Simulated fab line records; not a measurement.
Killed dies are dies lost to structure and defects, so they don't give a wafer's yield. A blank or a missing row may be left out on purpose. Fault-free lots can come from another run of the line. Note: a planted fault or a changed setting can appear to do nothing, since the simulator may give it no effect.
Which of the tools did it? + flow gf180mcu + 13 lots with 39 wafers sampled at 6 steps, on a route of 602 steps

== WHAT THE GAUGES READ, wafer by wafer ==
GF_STI_THK_MEAS_04. Usual: for STI_CVD_03_THK the level is 207.1 nm and the standard deviation is 1.6.
| lot  | measured    | on            | STI_CVD_03_THK (nm) | flag |
|------|-------------|---------------|---------------------|------|
| L956 | day 1 14:39 | film metro-01 | 208.1 207.2 205.1   |      |
| L957 | day 1 18:34 | film metro-01 | 205.0 204.6 206.4   |      |
| L958 | day 2 00:55 | film metro-01 | 208.1 206.3 207.3   |      |
| L959 | day 2 04:34 | film metro-01 | 207.5 205.2 205.6   |      |
| L960 | day 2 10:02 | film metro-03 | 209.7 207.9 209.1   |      |
| L961 | day 2 14:58 | film metro-01 | 204.2 203.6 203.9   |      |
| L962 | day 2 19:35 | film metro-02 | 208.1 208.9 209.2   |      |
| L968 | day 4 01:34 | film metro-01 | 208.3 207.4 206.8   |      |
| L973 | day 5 05:19 | film metro-01 | 207.0 206.6 206.6   |      |
| L974 | day 5 09:19 | film metro-03 | 208.6 209.1 207.8   |      |
| L976 | day 5 17:34 | film metro-01 | 205.3 205.6 205.7   |      |
| L977 | day 5 22:34 | film metro-03 | 207.5 208.9 208.4   |      |
| L978 | day 6 06:25 | film metro-03 | 206.1 205.6 206.9   |      |

GF_STI_THK_MEAS_24. Usual: for STI_CVD_23_THK the level is 661 nm and the standard deviation is 7.1.
| lot  | measured    | on            | STI_CVD_23_THK (nm) | flag |
|------|-------------|---------------|---------------------|------|
| L956 | day 2 04:04 | film metro-03 | 647 656 667         |      |
| L957 | day 2 09:11 | film metro-02 | 657 660 663         |      |
| L958 | day 2 15:12 | film metro-01 | 655 657 667         |      |
| L959 | day 2 18:52 | film metro-03 | 661 673 662         |      |
| L960 | day 3 00:16 | film metro-03 | 661 660 672         |      |
| L961 | day 3 04:47 | film metro-03 | 656 657 657         |      |
| L962 | day 3 09:34 | film metro-01 | 672 666 659         |      |
| L968 | day 4 17:29 | film metro-03 | 657 659 658         |      |
| L973 | day 5 21:52 | film metro-01 | 655 652 668         |      |
| L974 | day 6 02:35 | film metro-03 | 668 658 661         |      |
| L976 | day 6 10:05 | film metro-03 | 654 668 652         |      |
| L977 | day 6 15:07 | film metro-03 | 656 662 650         |      |
| L978 | day 6 23:34 | film metro-03 | 647 646 672         |      |

GF_MVSD_TW_MEAS_11. Usual: for MVSD_TW the level is 1574 and the standard deviation is 23.
| lot  | measured    | on            | MVSD_TW                       | flag |
|------|-------------|---------------|-------------------------------|------|
| L956 | day 4 10:17 | film metro-04 | 1559 1553 1556                |      |
| L957 | day 4 17:41 | film metro-01 | 1551 1552 1558                |      |
| L958 | day 4 23:13 | film metro-04 | 1558 1560 1560                |      |
| L959 | day 5 03:08 | film metro-04 | 1561 1564 1555                |      |
| L960 | day 5 09:32 | film metro-02 | 1609 1607 1605                |      |
| L961 | day 5 14:26 | film metro-04 | 1579 1567 1558                |      |
| L962 | day 5 19:52 | film metro-04 | 1564 1569 1569                |      |
| L968 | day 7 09:59 | film metro-01 | 1658 1654 1658                | OFF  |
| L973 | day 8 15:49 | film metro-04 | 1677 1677 1679 1686 1685 1681 | OFF  |
| L974 | day 8 22:11 | film metro-02 | 1704 1699 1700 1698 1707 1700 | OFF  |
| L976 | day 9 06:50 | film metro-02 | 1621 1614 1622                |      |
| L977 | day 9 11:16 | film metro-01 | 1557 1556 1557                |      |
| L978 | day 9 21:50 | film metro-02 | 1616 1618 1606                |      |

GF_VT_IMPLANT_OVL_MEAS_40. Usual: for VT_IMPLANT_03_OVL the level is -1.3 nm and the standard deviation is 1.5.
| lot  | measured     | on         | VT_IMPLANT_03_OVL (nm) | flag |
|------|--------------|------------|------------------------|------|
| L956 | day 7 11:21  | overlay-01 | -0.1 -0.1 -0.9         |      |
| L957 | day 7 20:27  | overlay-01 | -1.9 -1.5 -2.8         |      |
| L958 | day 8 03:15  | overlay-02 | -3.2 -1.0 -3.1         |      |
| L959 | day 8 06:30  | overlay-02 | -1.4 -1.3 -1.7         |      |
| L960 | day 8 14:00  | overlay-01 | -0.9 -0.1 -2.1         |      |
| L961 | day 8 19:51  | overlay-02 | -1.6 -0.5 -2.2         |      |
| L962 | day 9 04:13  | overlay-02 | -3.4 -2.1 -2.3         |      |
| L968 | day 10 23:59 | overlay-02 | -3.9 -2.2 -1.8         |      |
| L973 | day 12 09:49 | overlay-01 | -0.9 -1.9 -2.0         |      |
| L974 | day 12 17:44 | overlay-02 | -1.7 -0.3 -0.6         |      |
| L976 | day 13 03:48 | overlay-02 | -3.9 -2.9 -3.1         |      |
| L977 | day 13 08:27 | overlay-02 | -1.4 1.1 -0.5          |      |
| L978 | day 13 20:33 | overlay-02 | -1.3 -1.0 -0.5         |      |

GF_VT_IMPLANT_RS_MEAS_46: measures by four-point-probe. Usual: for MVSD_RS the level is 456.7 ohm/sq and the standard deviation is 1.1.
| lot  | measured     | on            | MVSD_RS (ohm/sq)                    | flag |
|------|--------------|---------------|-------------------------------------|------|
| L956 | day 7 11:51  | film metro-04 | 458.9 457.7 458.8                   |      |
| L957 | day 7 20:58  | film metro-01 | 455.6 455.6 457.1                   |      |
| L958 | day 8 03:45  | film metro-02 | 455.6 456.4 457.8                   |      |
| L959 | day 8 07:00  | film metro-02 | 455.9 456.7 457.2                   |      |
| L960 | day 8 14:35  | film metro-01 | 456.2 455.9 457.0                   |      |
| L961 | day 8 20:21  | film metro-01 | 458.3 456.5 456.8                   |      |
| L962 | day 9 04:49  | film metro-02 | 453.9 455.9 454.6                   |      |
| L968 | day 11 00:37 | film metro-01 | 406.1 408.0 406.8 406.8 407.1 407.3 | OFF  |
| L973 | day 12 10:20 | film metro-04 | 406.3 406.7 407.6 406.6 407.4 407.2 | OFF  |
| L974 | day 12 18:14 | film metro-01 | 407.5 408.0 407.4 407.6 407.3 407.4 | OFF  |
| L976 | day 13 04:18 | film metro-02 | 456.5 456.7 456.4                   |      |
| L977 | day 13 08:57 | film metro-02 | 456.5 456.5 457.0                   |      |
| L978 | day 13 21:02 | film metro-01 | 457.7 456.8 456.9                   |      |

== EACH LOT AND THE TOOL THAT RAN IT (in order: tool; ch and the chambers of the sampled wafers; start) ==
| lot  | GF_MVSD_IMPLANT_08             |
|------|--------------------------------|
| L956 | implanter-04 ch 0, day 4 09:53 |
| L957 | implanter-02 ch 0, day 4 17:19 |
| L958 | implanter-01 ch 0, day 4 22:49 |
| L959 | implanter-01 ch 0, day 5 02:44 |
| L960 | implanter-04 ch 0, day 5 09:08 |
| L961 | implanter-04 ch 0, day 5 14:02 |
| L962 | implanter-02 ch 0, day 5 19:29 |
| L968 | implanter-04 ch 0, day 7 09:35 |
| L973 | implanter-04 ch 0, day 8 15:26 |
| L974 | implanter-04 ch 0, day 8 21:47 |
| L976 | implanter-02 ch 0, day 9 06:26 |
| L977 | implanter-02 ch 0, day 9 10:52 |
| L978 | implanter-02 ch 0, day 9 21:26 |
- GF_MVSD_IMPLANT_08

== AS READ BY THE TOOLS THEMSELVES (means over the sampled wafers that have a number; for cases with no such wafer, the mark the record gives instead) ==
GF_MVSD_IMPLANT_08. Usual: beam on s 10.01 s, standard deviation 0.2; end station pressure torr 5.07e-06 Torr, standard deviation 2.9e-07; faraday current uA 90.1, standard deviation 1.8.
| lot  | tool         | beam on s (s) | end station pressure torr (Torr) | faraday current uA | flag |
|------|--------------|---------------|----------------------------------|--------------------|------|
| L956 | implanter-04 | 10.06         | 4.96e-06                         | 89.6               |      |
| L957 | implanter-02 | 9.96          | 5.29e-06                         | 90.8               |      |
| L958 | implanter-01 | 10.25         | 5.05e-06                         | 88.2               |      |
| L959 | implanter-01 | 10.03         | 5.23e-06                         | 90.1               |      |
| L960 | implanter-04 | 10.08         | 5.17e-06                         | 89.4               |      |
| L961 | implanter-04 | 10.18         | 5.04e-06                         | 88.7               |      |
| L962 | implanter-02 | 9.99          | 4.83e-06                         | 90.5               |      |
| L968 | implanter-04 | 12.73         | 5.27e-06                         | 70.7               | OFF  |
| L973 | implanter-04 | 12.62         | 5.16e-06                         | 71.6               | OFF  |
| L974 | implanter-04 | 12.42         | 5.00e-06                         | 72.6               | OFF  |
| L976 | implanter-02 | 10.22         | 5.02e-06                         | 88.3               |      |
| L977 | implanter-02 | 10.19         | 4.99e-06                         | 88.7               |      |
| L978 | implanter-02 | 10.24         | 5.22e-06                         | 87.9               |      |

== THE ANSWER, worked out from the rows above alone ==
Rule: lot off if the mean of its wafers having a number is beyond 3 standard deviations from the usual mean. A lot without any number at a reading at which 4 lots or more have one is off too. All remaining lots with rows at the step are treated as sound. The gauges are gone through in route order, then the tools' own readings, and for those a lot's mean is taken as printed above. The first step at which some lot is off is used, and at that step the reading that is off furthest; a lot without a number counts as furthest.
Off: L968, L973, L974, at GF_MVSD_TW_MEAS_11 (MVSD_TW).
A tool fits if, at a process step before that reading, it ran every lot that is off, and no sound lot after the first of them. The gauges at GF_MVSD_TW_MEAS_11 aren't tried: what is off there is off at GF_MVSD_IMPLANT_08 too, on other tools, and a gauge's error can't cause that. One fits: implanter-04 at GF_MVSD_IMPLANT_08. A fault onset in the window from L961 (day 5 14:02, its last sound lot) to L968 (day 7 09:35, its first lot off) fits.
The tool's own readings at GF_MVSD_IMPLANT_08 bear it out: on the lots that are off they differ by more than 5 times the standard deviation of the sound lots' means. beam on s reads 12.59 s there against 10.12 s on the sound lots; faraday current uA reads 71.6 there against 89.2 on the sound lots.

== WHAT HAD BEEN PUT IN BY THE SIMULATOR ==
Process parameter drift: implanter-04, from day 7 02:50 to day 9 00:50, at GF_MVSD_IMPLANT_08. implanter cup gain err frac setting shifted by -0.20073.
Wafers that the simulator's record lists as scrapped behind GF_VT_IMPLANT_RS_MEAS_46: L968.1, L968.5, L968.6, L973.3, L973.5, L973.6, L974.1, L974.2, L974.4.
Struck lots among those shown: L968, L973, L974. The rule above reached the same finding.
